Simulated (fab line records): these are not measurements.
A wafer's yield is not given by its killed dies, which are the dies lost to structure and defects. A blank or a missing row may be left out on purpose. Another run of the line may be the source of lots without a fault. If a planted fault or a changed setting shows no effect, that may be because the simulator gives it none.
fab line records	flow gf180mcu	part 1 of 2: steps 1 to 25 of 34
[record] lots = 5	wafers = 15	lastDay = 33
route steps=602 shown M3@422 V3@429
lots with no fault: from the same line, run without faults
startH: the number of hours between the record's first day and the start of the first shown wafer of the lot	waitH: hours elapsed since this lot's preceding step	" unchanged from the row above	L1.1+2: a row that stands for several wafers	- no value present, or no start provided	* or withheld: withheld	< > ~ a bound
route shown NAME@n: NAME is a module with steps in the file, n the number in the route of the first one	usual: mean/standard deviation of fault-free wafers	same: alike in all rows	chamber/n: place in a boat	sites: the reading at each site	_std_site: standard deviation across them	_edge_site: mean of outer sites minus mean of inner sites	radiusMm: how far each site lies from the wafer's centre	mask NAME#n: copy n	behind: the last tool/chamber to shape the wafer	hold: the reason the lot was held/the length of the hold in hours/how it ended	device: names the non-switching transistor (n, p or np)	end of line: the route-end tests of the same wafers	for a step that has no rows: nothing shown but its recipe	killed: at the first sort, the dies lost to defects and structure; wafer yield is something else	map: a wafer's dies, marking killed ones x, the rest . and places with no die _
set.NAME: setting as actually run; set.NAME@STEP: the setting as run at that earlier step	model.NAME: the simulator's own value behind a step, which no gauge read
a table for each step, a row for each wafer; lots at some steps of the route
services: a tool's chamber out of use, with start hour (startH, from the record's first day; less than 0 if before it), hours out, and reason
[[steps]]
[step GF_M3_DEVELOP_13]
[recipe] developTimeS = 60	devTempC = 21
[usual] exhaustPa = 44.9/0.87
lot.wafer	tool	chamber	startH	waitH	exhaustPa
L074.2	lithoTrack-01	0	482.80	0.2	44.4
L074.5	"	0	"	"	45.9
L074.6	"	0	"	"	43.9
L075.1	lithoTrack-02	0	490.96	0.2	44.6
L075.2	"	0	"	"	43.5
L075.3	"	0	"	"	44.8
L083.3	lithoTrack-01	0	567.12	0.1	44.6
L083.4	"	0	"	"	43.6
L083.5	"	0	"	"	44.8
L085.1	lithoTrack-03	0	584.36	0.2	44.2
L085.3	"	0	"	"	45.2
L085.4	"	0	"	"	45.6
L094.2	lithoTrack-03	0	649.93	0.2	44.4
L094.3	"	0	"	"	46.5
L094.5	"	0	"	"	46.2
[step GF_M3_CD_MEAS_14]
[recipe] targetCdNm = 280
[usual] cdNm = 280.0/1
lot.wafer	tool	chamber	startH	waitH	cdNm
L074.2	cdSem-02	-	482.94	0.1	280.3
L074.5	"	-	"	"	279.9
L074.6	"	-	"	"	278.4
L075.1	cdSem-02	-	491.11	0.1	281.4
L075.2	"	-	"	"	279.8
L075.3	"	-	"	"	281.5
L083.3	cdSem-02	-	567.26	0.1	279.5
L083.4	"	-	"	"	278.1
L083.5	"	-	"	"	279.9
L085.1	cdSem-02	-	584.51	0.1	280.1
L085.3	"	-	"	"	280.3
L085.4	"	-	"	"	280.3
L094.2	cdSem-01	-	650.08	0.1	280.1
L094.3	"	-	"	"	279.2
L094.5	"	-	"	"	279.1
[step GF_M3_OVL_MEAS_15]
[usual] M3_OVL = -1/5.9
lot.wafer	tool	chamber	startH	waitH	M3_OVL[nm]
L074.2	overlay-01	-	483.05	0.1	2
L074.5	"	-	"	"	-1
L074.6	"	-	"	"	0
L075.1	overlay-02	-	491.23	0.1	6
L075.2	"	-	"	"	-11
L075.3	"	-	"	"	2
L083.3	overlay-01	-	567.35	0.1	8
L083.4	"	-	"	"	3
L083.5	"	-	"	"	4
L085.1	overlay-02	-	584.63	0.1	-5
L085.3	"	-	"	"	-11
L085.4	"	-	"	"	-10
L094.2	overlay-01	-	650.18	0.1	-5
L094.3	"	-	"	"	-8
L094.5	"	-	"	"	-4
[step GF_M3_METAL_ETCH_16]
[recipe] chemistry = Cl2/BCl3	maskMaterial = KrF	targetDepthNm = 627.5	stopOn = SiO2	pressureMtorr = 8	icpW = 800	biasW = 137.7	Cl2_flow_sccm = 80	bcl3FlowSccm = 40	timeS = 104.6
[usual] drypumpMotorCurrentA = 5.7/0.31	mfcCl2Sccm = 80.00/0.25	oesProductAu = 0.971/0.0059	throttleValvePct = 28.250/0.0093
lot.wafer	tool	chamber	startH	waitH	drypumpMotorCurrentA	mfcCl2Sccm	oesProductAu	rfHoursCounterH	throttleValvePct
L074.2	rieMetal-04	0	483.08	0.0	5.4	80.28	0.970	6	28.258
L074.5	"	0	"	"	5.4	80.20	0.973	-	28.242
L074.6	"	1	"	"	5.6	80.03	0.975	-	28.253
L075.1	rieMetal-01	1	491.27	0.0	6.0	80.13	0.969	4	28.263
L075.2	"	0	"	"	5.3	80.03	0.958	7	28.263
L075.3	"	0	"	"	5.3	80.12	0.971	-	28.268
L083.3	rieMetal-03	1	567.42	0.1	5.7	80.56	0.966	-	28.260
L083.4	"	0	"	"	6.1	79.86	0.975	-	28.258
L083.5	"	1	"	"	5.7	80.81	0.965	-	28.256
L085.1	rieMetal-04	1	584.66	0.0	5.6	80.22	0.982	10	28.251
L085.3	"	1	"	"	5.6	80.11	0.984	-	28.255
L085.4	"	0	"	"	5.4	80.06	0.970	-	28.252
L094.2	rieMetal-03	1	650.21	0.0	5.7	79.95	0.963	13	28.264
L094.3	"	0	"	"	6.1	79.61	0.967	-	28.259
L094.5	"	1	"	"	5.7	79.63	0.967	-	28.236
[step GF_M3_STRIP_17]
[recipe] chemistry = O2/N2	powerW = 1400	pressureMtorr = 1500	platenTempC = 250	o2FlowSccm = 3000	n2FlowSccm = 300	overashFraction = 0.5
[usual] drypumpMotorCurrentA = 6.10/0.3	heaterPowerW = 350/25	n2FlowSccm = 299.9/0.83	oesProductAu = 0.558/0.0045	stripTimeToEndpointS = 7.89/0.036
lot.wafer	tool	chamber	startH	waitH	drypumpMotorCurrentA	heaterPowerW	n2FlowSccm	oesProductAu	rfHoursCounterH	stripTimeToEndpointS
L074.2	plasmaAsher-02	1	483.19	0.1	5.98	358	300.7	0.557	5	7.87
L074.5	"	0	"	"	6.52	380	298.6	0.565	-	7.97
L074.6	"	1	"	"	5.97	359	299.3	0.555	-	7.87
L075.1	plasmaAsher-01	0	491.38	0.1	6.20	364	300.4	0.553	41	7.88
L075.2	"	1	"	"	5.48	333	300.9	0.556	41	7.89
L075.3	"	0	"	"	6.19	363	299.9	0.552	-	7.87
L083.3	plasmaAsher-02	0	567.52	0.1	6.50	382	299.4	0.552	-	7.83
L083.4	"	1	"	"	5.99	366	299.6	0.565	-	7.91
L083.5	"	0	"	"	6.50	376	299.5	0.557	-	7.84
L085.1	plasmaAsher-04	0	584.77	0.1	6.09	315	301.2	0.564	78	7.87
L085.3	"	1	"	"	6.05	330	300.6	0.560	-	7.84
L085.4	"	0	"	"	6.12	311	300.2	0.560	-	7.91
L094.2	plasmaAsher-04	1	650.32	0.1	6.08	320	300.8	0.557	85	7.86
L094.3	"	0	"	"	6.14	304	300.7	0.559	-	7.91
L094.5	"	1	"	"	6.08	327	301.0	0.561	-	7.89
[step GF_M3_STRIP_18]
[recipe] chemistry = postEtchResidueRemover	timeS = 1200	tempC = 72.5
[usual] bathHeatDutyPct = 14.6/1.3
lot.wafer	tool	chamber	startH	waitH	bathHeatDutyPct
L074.2	wetBench-03	3	483.29	0.1	11.6
L074.5	"	3	"	"	13.0
L074.6	"	3	"	"	13.4
L075.1	wetBench-01	0	491.48	0.1	14.9
L075.2	"	0	"	"	15.1
L075.3	"	0	"	"	14.8
L083.3	wetBench-03	2	567.59	0.0	16.5
L083.4	"	2	"	"	15.7
L083.5	"	2	"	"	16.6
L085.1	wetBench-03	2	584.87	0.1	16.7
L085.3	"	2	"	"	16.4
L085.4	"	2	"	"	16.1
L094.2	wetBench-02	1	650.42	0.1	13.7
L094.3	"	1	"	"	13.8
L094.5	"	1	"	"	15.0
[step GF_M3_CLEAN_19]
[recipe] chemistry = DIW	dry = n2Spin
lot.wafer	tool	chamber	startH	waitH
L074.2+5+6	wetBench-02	0	483.63	0.0
L075.1+2+3	wetBench-03	3	491.82	0.0
L083.3+4+5	wetBench-02	0	567.93	0.0
L085.1+3+4	wetBench-01	2	585.22	0.0
L094.2+3+5	wetBench-02	0	650.77	0.0
[step GF_V3_CVD_00]
[recipe] material = SiO2	targetThkNm = 600	sigmaOpenFrac = 0.3	tempC = 400	timeS = 100	sih4FlowSccm = 60	pressureMtorr = 6
lot.wafer	tool	chamber	startH	waitH
L074.2+5+6	hdpcvd-01	2,0,2	483.72	0.0
L075.1+2+3	hdpcvd-02	0,1,2	491.92	0.0
L083.3+4+5	hdpcvd-01	0,2,0	568.03	0.0
L085.1+3+4	hdpcvd-02	2,0,2	585.31	0.0
L094.2+3+5	hdpcvd-01	2,0,0	650.86	0.0
[step GF_V3_THK_MEAS_01]
[recipe] reads = SiO2_of_V3_CVD_00
[usual] V3_CVD_00_THK = 598/5.9
lot.wafer	tool	chamber	startH	waitH	V3_CVD_00_THK[nm]
L074.2	filmMetro-01	-	483.81	0.0	599
L074.5	"	-	"	"	602
L074.6	"	-	"	"	600
L075.1	filmMetro-02	-	491.99	0.0	602
L075.2	"	-	"	"	607
L075.3	"	-	"	"	610
L083.3	filmMetro-01	-	568.12	0.1	592
L083.4	"	-	"	"	589
L083.5	"	-	"	"	592
L085.1	filmMetro-02	-	585.38	0.0	591
L085.3	"	-	"	"	593
L085.4	"	-	"	"	592
L094.2	filmMetro-04	-	650.94	0.0	601
L094.3	"	-	"	"	591
L094.5	"	-	"	"	604
[step GF_V3_CVD_02]
[recipe] material = SiO2	targetThkNm = 850	precursor = TEOS	tempC = 400	timeS = 94.851	rfW = 600
[usual] heaterPowerOuterW = 388/60	heaterPowerW = 672/71
lot.wafer	tool	chamber	startH	waitH	heaterPowerOuterW	heaterPowerW
L074.2	pecvd-01	2	483.86	0.0	437	696
L074.5	"	2	"	"	476	762
L074.6	"	1	"	"	263	597
L075.1	pecvd-04	2	492.05	0.1	310	528
L075.2	"	1	"	"	440	760
L075.3	"	0	"	"	393	681
L083.3	pecvd-04	2	568.16	0.0	344	583
L083.4	"	2	"	"	256	471
L083.5	"	1	"	"	347	632
L085.1	pecvd-02	0	585.44	0.1	359	641
L085.3	"	2	"	"	395	663
L085.4	"	0	"	"	382	696
L094.2	pecvd-01	2	650.99	0.0	499	768
L094.3	"	0	"	"	322	613
L094.5	"	0	"	"	369	662
[step GF_V3_THK_MEAS_03]
[recipe] reads = SiO2_of_V3_CVD_02
[usual] V3_CVD_02_THK = 851/10
lot.wafer	tool	chamber	startH	waitH	V3_CVD_02_THK[nm]
L074.2	filmMetro-04	-	483.94	0.0	849
L074.5	"	-	"	"	863
L074.6	"	-	"	"	855
L075.1	filmMetro-04	-	492.12	0.0	843
L075.2	"	-	"	"	829
L075.3	"	-	"	"	854
L083.3	filmMetro-04	-	568.25	0.1	851
L083.4	"	-	"	"	858
L083.5	"	-	"	"	854
L085.1	filmMetro-01	-	585.51	0.0	845
L085.3	"	-	"	"	840
L085.4	"	-	"	"	844
L094.2	filmMetro-01	-	651.07	0.0	842
L094.3	"	-	"	"	846
L094.5	"	-	"	"	863
[step GF_V3_CMP_04]
[recipe] material = SiO2	downForcePsi = 4	platenRpm = 60	padVelocityMS = 0.94248
[usual] motorCurrentA = 13.1/0.74	timeToEndpointS = 79/4.6
lot.wafer	tool	chamber	startH	waitH	motorCurrentA	timeToEndpointS
L074.2	cmp-01	3	484.04	0.1	13.6	79
L074.6	"	2	"	"	12.2	89
L074.5	"	3	"	"	12.3	87
L075.1	cmp-01	2	492.18	0.1	12.3	83
L075.3	"	3	"	"	12.6	81
L075.2	"	1	"	"	11.9	79
L083.4	cmp-02	0	568.39	0.1	14.1	82
L083.3	"	1	"	"	13.7	75
L083.5	"	3	"	"	13.7	78
L085.4	cmp-01	0	585.57	0.0	14.3	78
L085.1	"	2	"	"	12.0	81
L085.3	"	3	"	"	12.4	76
L094.3	cmp-01	0	651.12	0.0	14.2	76
L094.2	"	2	"	"	11.9	75
L094.5	"	1	"	"	12.8	82
[step GF_V3_BOW_MEAS_05]
[recipe] mode = bow
[usual] V3_BOW = 116/8.3
lot.wafer	tool	chamber	startH	waitH	V3_BOW[um]
L074.2	filmMetro-02	-	484.31	0.2	109
L074.5	"	-	"	"	119
L074.6	"	-	"	"	111
L075.1	filmMetro-01	-	492.48	0.2	125
L075.2	"	-	"	"	117
L075.3	"	-	"	"	110
L083.3	filmMetro-02	-	568.63	0.1	98
L083.4	"	-	"	"	114
L083.5	"	-	"	"	115
L085.1	filmMetro-02	-	585.87	0.1	111
L085.3	"	-	"	"	105
L085.4	"	-	"	"	117
L094.2	filmMetro-01	-	651.44	0.2	115
L094.3	"	-	"	"	102
L094.5	"	-	"	"	102
[step GF_V3_DEHYDRATE_06]
[recipe] tempC = 200	timeS = 60
[usual] exhaustPa = 45.1/0.87	plateTempC = 199.96/0.16
lot.wafer	tool	chamber	startH	waitH	exhaustPa	plateTempC
L074.2	lithoTrack-03	0	495.73	11.4	45.8	200.08
L074.5	"	0	"	"	44.2	200.06
L074.6	"	0	"	"	45.1	200.11
L075.1	lithoTrack-04	0	503.81	11.3	44.4	200.00
L075.2	"	0	"	"	45.9	200.11
L075.3	"	0	"	"	44.8	200.26
L083.3	lithoTrack-04	0	579.11	10.5	45.6	199.67
L083.4	"	0	"	"	45.1	199.99
L083.5	"	0	"	"	45.3	199.96
L085.1	lithoTrack-01	0	595.82	9.9	45.7	199.89
L085.3	"	0	"	"	45.1	199.82
L085.4	"	0	"	"	44.6	199.83
L094.2	lithoTrack-01	0	659.50	8.0	47.9	199.77
L094.3	"	0	"	"	45.9	199.78
L094.5	"	0	"	"	46.5	199.54
[step GF_V3_HMDS_07]
[recipe] primeTimeS = 60	primeTempC = 120
[usual] exhaustPa = 44.8/1	primeTempC = 119.96/0.13
[same] primeTimeS = 60
lot.wafer	tool	chamber	startH	waitH	exhaustPa	primeTempC
L074.2	lithoTrack-03	0	495.88	0.1	45.7	119.92
L074.5	"	0	"	"	45.2	120.00
L074.6	"	0	"	"	46.0	119.94
L075.1	lithoTrack-04	0	503.96	0.1	45.9	119.77
L075.2	"	0	"	"	45.8	119.82
L075.3	"	0	"	"	44.6	119.76
L083.3	lithoTrack-04	0	579.26	0.1	44.3	119.87
L083.4	"	0	"	"	44.6	119.80
L083.5	"	0	"	"	46.8	119.90
L085.1	lithoTrack-01	0	595.97	0.1	44.6	119.98
L085.3	"	0	"	"	44.4	120.12
L085.4	"	0	"	"	44.7	120.01
L094.2	lithoTrack-01	0	659.65	0.1	45.3	119.96
L094.3	"	0	"	"	44.5	119.93
L094.5	"	0	"	"	45.8	119.82
[step GF_V3_COAT_08]
[recipe] resist = BARC	tempC = withheld	timeS = withheld	spinRpm = withheld	resistThkNm = withheld
[usual] exhaustPa = 44.9/0.89
lot.wafer	tool	chamber	startH	waitH	exhaustPa
L074.2	lithoTrack-03	0	496.03	0.1	45.1
L074.5	"	0	"	"	45.3
L074.6	"	0	"	"	45.5
L075.1	lithoTrack-04	0	504.11	0.1	43.7
L075.2	"	0	"	"	44.4
L075.3	"	0	"	"	44.1
L083.3	lithoTrack-04	0	579.41	0.1	45.7
L083.4	"	0	"	"	45.7
L083.5	"	0	"	"	45.9
L085.1	lithoTrack-01	0	596.12	0.1	44.9
L085.3	"	0	"	"	44.5
L085.4	"	0	"	"	43.9
L094.2	lithoTrack-01	0	659.80	0.1	44.2
L094.3	"	0	"	"	46.1
L094.5	"	0	"	"	44.4
[step GF_V3_COAT_09]
[recipe] resist = KrF	spinRpm = withheld	resistThkNm = 1000
[usual] exhaustPa = 45.1/0.88
lot.wafer	tool	chamber	startH	waitH	exhaustPa
L074.2	lithoTrack-03	0	-	-	44.9
L074.5	"	0	"	"	45.2
L074.6	"	0	"	"	45.3
L075.1	lithoTrack-04	0	-	-	44.1
L075.2	"	0	"	"	45.3
L075.3	"	0	"	"	46.1
L083.3	lithoTrack-04	0	-	-	45.5
L083.4	"	0	"	"	46.0
L083.5	"	0	"	"	44.7
L085.1	lithoTrack-01	0	-	-	46.2
L085.3	"	0	"	"	46.9
L085.4	"	0	"	"	45.8
L094.2	lithoTrack-01	0	-	-	45.7
L094.3	"	0	"	"	46.0
L094.5	"	0	"	"	45.2
[step GF_V3_SOFTBAKE_10]
[recipe] tempC = 130	timeS = 60	resist = KrF
[usual] exhaustPa = 45.2/0.89	plateTempC = 130.00/0.14
lot.wafer	tool	chamber	startH	waitH	exhaustPa	plateTempC
L074.2	lithoTrack-03	0	-	-	45.4	129.99
L074.5	"	0	"	"	46.4	129.89
L074.6	"	0	"	"	46.3	129.97
L075.1	lithoTrack-04	0	-	-	46.0	129.99
L075.2	"	0	"	"	44.7	129.94
L075.3	"	0	"	"	45.6	129.89
L083.3	lithoTrack-04	0	-	-	46.3	129.97
L083.4	"	0	"	"	45.4	130.00
L083.5	"	0	"	"	45.2	129.69
L085.1	lithoTrack-01	0	-	-	44.9	129.85
L085.3	"	0	"	"	43.2	130.06
L085.4	"	0	"	"	45.5	129.98
L094.2	lithoTrack-01	0	-	-	46.6	129.95
L094.3	"	0	"	"	46.2	129.93
L094.5	"	0	"	"	45.6	130.03
[step GF_V3_EXPOSE_11]
[recipe] maskId = Via3	targetCdNm = 260	na = 0.68	sourceShape = conventional	sigmaOuter = 0.6	doseMj = 38
[same] sigmaOuter = 0.6
lot.wafer	tool	chamber	startH	waitH	mask
L074.2+5+6	krfScanner-02	0	-	-	Via3#0
L075.1+2+3	krfScanner-01	0	-	-	Via3#0
L083.3+4+5	krfScanner-02	0	-	-	Via3#0
L085.1+3+4	krfScanner-01	0	-	-	Via3#0
L094.2+3+5	krfScanner-01	0	-	-	Via3#0
[step GF_V3_PEB_12]
[recipe] pebTempC = 135	pebTimeS = 90	resist = KrF
[usual] exhaustPa = 44.9/0.82	plateTempC = 135.02/0.14
lot.wafer	tool	chamber	startH	waitH	exhaustPa	plateTempC
L074.2	lithoTrack-04	0	-	-	44.6	134.94
L074.5	"	0	"	"	45.4	134.83
L074.6	"	0	"	"	44.7	134.90
L075.1	lithoTrack-04	0	-	-	43.9	134.84
L075.2	"	0	"	"	43.9	134.93
L075.3	"	0	"	"	42.4	134.77
L083.3	lithoTrack-03	0	-	-	44.8	135.11
L083.4	"	0	"	"	44.9	134.81
L083.5	"	0	"	"	43.8	135.01
L085.1	lithoTrack-01	0	-	-	45.0	134.99
L085.3	"	0	"	"	46.6	135.04
L085.4	"	0	"	"	46.2	135.02
L094.2	lithoTrack-03	0	-	-	45.0	135.13
L094.3	"	0	"	"	45.4	135.13
L094.5	"	0	"	"	46.2	135.12
[step GF_V3_DEVELOP_13]
[recipe] developTimeS = 60	resist = KrF	devTempC = 21
[usual] exhaustPa = 45.0/0.9
lot.wafer	tool	chamber	startH	waitH	exhaustPa
L074.2	lithoTrack-04	0	507.83	0.2	44.9
L074.5	"	0	"	"	44.8
L074.6	"	0	"	"	44.1
L075.1	lithoTrack-04	0	515.86	0.2	43.2
L075.2	"	0	"	"	44.6
L075.3	"	0	"	"	44.2
L083.3	lithoTrack-03	0	589.61	0.1	44.6
L083.4	"	0	"	"	44.9
L083.5	"	0	"	"	45.4
L085.1	lithoTrack-01	0	606.62	0.2	44.8
L085.3	"	0	"	"	44.9
L085.4	"	0	"	"	46.2
L094.2	lithoTrack-03	0	670.58	0.2	45.3
L094.3	"	0	"	"	45.9
L094.5	"	0	"	"	44.6
[step GF_V3_CD_MEAS_14]
[recipe] targetCdNm = 260
[usual] cdNm = 259.9/1.1
lot.wafer	tool	chamber	startH	waitH	cdNm
L074.2	cdSem-02	-	507.98	0.1	261.0
L074.5	"	-	"	"	261.6
L074.6	"	-	"	"	260.3
L075.1	cdSem-02	-	516.01	0.1	259.7
L075.2	"	-	"	"	260.4
L075.3	"	-	"	"	259.3
L083.3	cdSem-01	-	589.75	0.1	259.9
L083.4	"	-	"	"	259.7
L083.5	"	-	"	"	259.4
L085.1	cdSem-02	-	606.77	0.1	260.2
L085.3	"	-	"	"	261.5
L085.4	"	-	"	"	260.0
L094.2	cdSem-02	-	670.73	0.1	258.6
L094.3	"	-	"	"	258.5
L094.5	"	-	"	"	258.8
[step GF_V3_OVL_MEAS_15]
[usual] V3_OVL = -1/4.9
lot.wafer	tool	chamber	startH	waitH	V3_OVL[nm]
L074.2	overlay-01	-	508.08	0.1	6
L074.5	"	-	"	"	-2
L074.6	"	-	"	"	-2
L075.1	overlay-01	-	516.13	0.1	-12
L075.2	"	-	"	"	-9
L075.3	"	-	"	"	-3
L083.3	overlay-02	-	589.84	0.1	3
L083.4	"	-	"	"	-6
L083.5	"	-	"	"	-4
L085.1	overlay-01	-	606.89	0.1	-1
L085.3	"	-	"	"	0
L085.4	"	-	"	"	-5
L094.2	overlay-01	-	670.83	0.1	7
L094.3	"	-	"	"	3
L094.5	"	-	"	"	1
[step GF_V3_ETCH_16]
[recipe] chemistry = N2/H2	targetDepthA = withheld	overetchA = withheld	timeS = withheld	target = BARC	ionEnergyEv = 200	sourceW = 500	biasW = 100	pressureMtorr = 30	n2FlowSccm = 100	h2FlowSccm = 200
[usual] drypumpMotorCurrentA = 5.8/0.33	n2FlowSccm = 100.00/0.29	oesProductAu = 0.855/0.0049	throttleValvePct = 13.225/0.0088
lot.wafer	tool	chamber	startH	waitH	drypumpMotorCurrentA	n2FlowSccm	oesProductAu	throttleValvePct
L074.2	rieDiel-03	2	508.11	0.0	6.2	100.11	0.851	13.234
L074.5	"	2	"	"	6.2	99.74	0.855	13.232
L074.6	"	3	"	"	5.3	100.15	0.853	13.228
L075.1	rieDiel-01	1	516.16	0.0	5.8	100.56	0.857	13.221
L075.2	"	3	"	"	5.7	99.87	0.848	13.229
L075.3	"	2	"	"	5.6	100.37	0.864	13.229
L083.3	rieDiel-03	2	589.86	0.0	6.2	100.47	0.855	13.221
L083.4	"	0	"	"	5.8	100.25	0.854	13.226
L083.5	"	1	"	"	6.3	99.69	0.852	13.224
L085.1	rieDiel-03	0	606.93	0.0	5.8	99.64	0.851	13.232
L085.3	"	1	"	"	6.3	99.67	0.851	13.231
L085.4	"	2	"	"	6.2	100.14	0.848	13.237
L094.2	rieDiel-04	2	670.86	0.0	5.8	99.77	0.860	13.234
L094.3	"	0	"	"	5.7	99.89	0.858	13.249
L094.5	"	2	"	"	5.8	99.89	0.860	13.222
[step GF_V3_ETCH_17]
[recipe] chemistry = C4F8/O2/Ar	maskMaterial = KrF	target = SiO2	stopOn = TiN	sourceW = 1500	biasW = 1200	pressureMtorr = 40	c4f8FlowSccm = withheld	O2_flow_sccm = 6	Ar_flow_sccm = 300	timeS = withheld	targetDepthA = 6350
[usual] oesProductAu = 0.856/0.0044
lot.wafer	tool	chamber	startH	waitH	oesProductAu
L074.2	rieDiel-03	2	-	-	0.859
L074.5	"	2	"	"	0.858
L074.6	"	3	"	"	0.861
L075.1	rieDiel-01	1	-	-	0.862
L075.2	"	3	"	"	0.849
L075.3	"	2	"	"	0.852
L083.3	rieDiel-03	2	-	-	0.854
L083.4	"	0	"	"	0.857
L083.5	"	1	"	"	0.850
L085.1	rieDiel-03	0	-	-	0.853
L085.3	"	1	"	"	0.860
L085.4	"	2	"	"	0.864
L094.2	rieDiel-04	2	-	-	0.845
L094.3	"	0	"	"	0.857
L094.5	"	2	"	"	0.856
